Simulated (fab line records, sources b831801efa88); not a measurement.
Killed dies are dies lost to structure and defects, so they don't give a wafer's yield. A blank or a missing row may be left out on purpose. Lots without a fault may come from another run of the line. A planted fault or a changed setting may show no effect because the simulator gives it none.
A struck lot beside a sound one | flow sfq_line | 14 steps out of a route of 325
Sound: wafers L150.1, L150.4, L150.6. Struck: wafers L161.3, L161.5. The cause comes at the end.
At each step with rows: each side's tool, then ch and its chambers, then its first start. Under that, the readings that differ: sound wafers | struck wafers | difference of the means | sigmas: that difference in standard deviations of wafers without a fault.
alike: readings whose means differ by less than 2 such deviations, and words and numbers that are the same on both sides. not compared: withheld readings, readings that some wafer has no value for, bounds like >300 that may hide the same value, and numbers for which the record gives no deviation and whose values overlap.
The two part at a step that has a row with sigmas, a row that says differs or no value, or rows on one side only. Numbers that don't overlap but have no deviation are shown without sigmas and don't part them. A reading that every wafer of one side lacks parts them only if that side has two wafers or more.

SFQ_TRILAYER_JJ_CE_ETCH_RIE_118: chemistry SF6, target Nb, stops on Al2O3, time 97.7 s, target depth 170 nm.
  sound on rie_metal-03 ch 0,1, day 41 07:08; struck on rie_metal-02 ch 0,1, day 44 11:49
  alike: drypump_motor_current_A, oes_product_au
  not compared: rf_hours_counter_h
then, 1 step without rows for these wafers: SFQ_TRILAYER_JJ_ANODIZE_ANODIZE_119.
SFQ_TRILAYER_JJ_CE_STRIP_STRIP_120: strips in O2.
  sound on rie_metal-02 ch 0,1, day 41 07:45; struck on rie_metal-04 ch 0,1, day 44 12:35
  reading               | sound             | struck      | difference | sigmas
  oes_product_au (a.u.) | 0.986 0.985 0.986 | 1.002 1.014 | +0.022     | +2
  alike: drypump_motor_current_A
  not compared: rf_hours_counter_h
then, 7 steps without rows for these wafers: SFQ_TRILAYER_JJ_CE_STRIP_SOLV_CLEAN_121 (cleans in NMP, time 600 s); SFQ_TRILAYER_M5_LITHO_COAT_128 (resist thk 62 nm); SFQ_TRILAYER_M5_LITHO_COAT_123 (resist thk 600 nm); SFQ_TRILAYER_M5_LITHO_SOFTBAKE_127; SFQ_TRILAYER_M5_LITHO_EXPOSE_124 (exposes mask M5, target cd 700 nm); SFQ_TRILAYER_M5_LITHO_PEB_126 (peb time 60 s); SFQ_TRILAYER_M5_LITHO_DEVELOP_125 (time 60 s).
-- the record jumps here: 4 days lie between the struck wafers' starts before and after --
SFQ_M5_OVL_MEAS_932:
  sound on overlay-01, day 46 03:21; struck on overlay-02, day 48 23:13
  alike: M5_OVL
SFQ_TRILAYER_M5_BARC_OPEN_METAL_ETCH_161: etches BARC in O2, target depth 125 nm, time 41.7 s.
  sound on rie_metal-01 ch 0, day 46 03:23; struck on rie_metal-01 ch 1, day 48 23:15
  reading                     | sound       | struck  | difference | sigmas
  drypump_motor_current_A (A) | 5.0 5.0 4.9 | 5.9 5.9 | +0.9       | +2
  alike: oes_product_au, run_length_s
  not compared: rf_hours_counter_h
SFQ_TRILAYER_M5_ETCH_METAL_ETCH_126: etches Nb in Cl2/BCl3, stops on SiO2, time 203.2 s, target depth 265 nm.
  sound on rie_metal-01 ch 0, day 46 03:30; struck on rie_metal-01 ch 1, day 48 23:22
  reading                                             | sound             | struck      | difference | sigmas
  oes_product_au (a.u.)                               | 0.723 0.722 0.719 | 0.647 0.651 | -0.072     | -12
  run_length_s (s)                                    | 231.4 231.3 231.3 | 287.0 286.6 | +55.5      | +84
  model.KrF_of_TRILAYER_M5_LITHO_COAT_123.thk_nm (nm) | 368 370.6 370.5   | 329.6 333.5 | -38.1      |
  model.M5.feature_depth_nm (nm)                      | 162.2 160.6 162.5 | 166.6 168.5 | +5.8       |
  model.SiO2_of_TRILAYER_I4_DEP_PECVD_099.thk_nm (nm) | 182.6 182.8 182.7 | 173.4 174.8 | -8.6       |
  alike: drypump_motor_current_A
  not compared: rf_hours_counter_h
SFQ_TRILAYER_M5_STRIP_STRIP_127: strips in O2.
  sound on rie_metal-01 ch 0, day 46 03:53; struck on rie_metal-01 ch 1, day 48 23:41
  reading                     | sound       | struck  | difference | sigmas
  drypump_motor_current_A (A) | 5.0 5.0 5.0 | 5.9 5.9 | +0.9       | +2
  alike: oes_product_au
  not compared: rf_hours_counter_h

WHERE THEY PART
First at SFQ_TRILAYER_JJ_CE_STRIP_STRIP_120; last, within this record, at SFQ_TRILAYER_M5_STRIP_STRIP_127.

WHY: what the simulator had put in
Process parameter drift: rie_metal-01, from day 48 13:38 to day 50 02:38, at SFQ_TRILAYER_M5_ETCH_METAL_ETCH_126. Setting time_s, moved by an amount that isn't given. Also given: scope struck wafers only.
